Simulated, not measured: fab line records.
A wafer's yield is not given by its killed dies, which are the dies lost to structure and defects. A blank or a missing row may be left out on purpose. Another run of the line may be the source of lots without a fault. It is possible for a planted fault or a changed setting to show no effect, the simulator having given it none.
Struck lot and sound lot, side by side    flow sfq-line    14 steps out of a route of 325
Sound: the wafers L158.1, L158.2, L158.5. Struck: wafer L164.2. (L164.3, L164.6 of the same lot were not struck and are left out.) The cause comes at the end.
Per side, at each step with rows, come the tool, then ch with its chambers, and then its first start. Under that, the readings that differ: sound wafers    struck wafers    difference of the means    sigmas: that difference in standard deviations of wafers without a fault.
alike: same words and numbers on both sides, and readings whose means sit less than 2 such deviations apart. not compared: any withheld reading, any reading some wafer has no value for, any bound like >300 that may hide the same value, and any number with overlapping values for which the record gives no deviation.
A row with sigmas, a row that says differs or no value, or rows on one side alone: a step with any of these is where the two part. Non-overlapping numbers with no deviation appear without sigmas and do not part them. A reading that every wafer of one side lacks parts them only if that side has two wafers or more.

first, 6 steps without rows for these wafers: SFQ_TRILAYER_M3_LITHO_COAT_080 (resist thk 62 nm); SFQ_TRILAYER_M3_LITHO_COAT_075 (resist thk 600 nm); SFQ_TRILAYER_M3_LITHO_SOFTBAKE_079; SFQ_TRILAYER_M3_LITHO_EXPOSE_076 (exposes mask M3, target cd 500 nm); SFQ_TRILAYER_M3_LITHO_PEB_078 (peb time 60 s); SFQ_TRILAYER_M3_LITHO_DEVELOP_077 (time 60 s).
SFQ_M3_OVL_MEAS_921:
  sound on overlay-01, day 30 09:50; struck on overlay-01, day 33 12:04
  alike: M3_OVL
SFQ_TRILAYER_M3_BARC_OPEN_METAL_ETCH_100: etches BARC in O2, target depth 125 nm, time 41.7 s.
  sound on rie-metal-01 ch 0,1, day 30 09:53; struck on rie-metal-04 ch 1, day 33 12:06
  alike: drypump-motor-current-A, oes-product-au, rf-fwd-power-W
  not compared: rf-hours-counter-h
SFQ_TRILAYER_M3_ETCH_METAL_ETCH_078: etches Nb in Cl2/Ar, stops on SiO2, target depth 240 nm, time 120 s.
  sound on rie-metal-01 ch 0,1, day 30 09:58; struck on rie-metal-04 ch 1, day 33 12:10
reading                sound              struck  difference  sigmas
oes-product-au (a.u.)  0.888 0.902 0.889  0.908   +0.015      +2
rf-fwd-power-W (W)     596.4 599.9 595.2  601.3   +4.1        +2
  alike: drypump-motor-current-A
  not compared: rf-hours-counter-h
SFQ_TRILAYER_M3_STRIP_STRIP_079: strips in O2.
  sound on rie-metal-01 ch 0,1, day 30 10:07; struck on rie-metal-04 ch 1, day 33 12:17
reading                sound              struck  difference  sigmas
oes-product-au (a.u.)  0.992 1.012 1.001  0.980   -0.022      -2
  alike: drypump-motor-current-A
  not compared: rf-hours-counter-h
then, 1 step without rows for these wafers: SFQ_TRILAYER_M3_STRIP_SOLV_CLEAN_080 (cleans in NMP, time 600 s).
SFQ_TRILAYER_I3_DEP_PECVD_081: deposits SiO2 from SiH4/N2O, time 111.11 s, target thk 500 nm.
  sound on pecvd-01 ch 1,2, day 30 11:06; struck on pecvd-03 ch 0, day 33 13:04
  alike: chamber-pressure-Torr, heater-power-w, rf-fwd-power-W, throttle-valve-pct
SFQ_TRILAYER_I3_CMP_CMP_082: polishes SiO2.
  sound on cmp-01 ch 0,1, day 31 08:16; struck on cmp-02 ch 1, day 34 18:32
reading                  sound              struck  difference  sigmas
head-pressure-psi (psi)  3.004 2.992 3.009  3.853   +0.851      +99 or more
motor-current-A (A)      10.5 8.9 9.2       11.6    +2.1        +3
time-to-endpoint-s (s)   212 208 220        165     -48         -6
  alike: platen-rpm
SFQ_I3_BOW_MEAS_922:
  sound on film-metro-02, day 31 10:46; struck on film-metro-04, day 34 20:03
  alike: I3_BOW

WHERE THEY PART
Last at SFQ_TRILAYER_I3_CMP_CMP_082 as far as this record goes, first at SFQ_TRILAYER_M3_ETCH_METAL_ETCH_078. Later steps at which nothing parts them and some readings are alike: SFQ_I3_BOW_MEAS_922.

WHY: whatever the simulator had introduced
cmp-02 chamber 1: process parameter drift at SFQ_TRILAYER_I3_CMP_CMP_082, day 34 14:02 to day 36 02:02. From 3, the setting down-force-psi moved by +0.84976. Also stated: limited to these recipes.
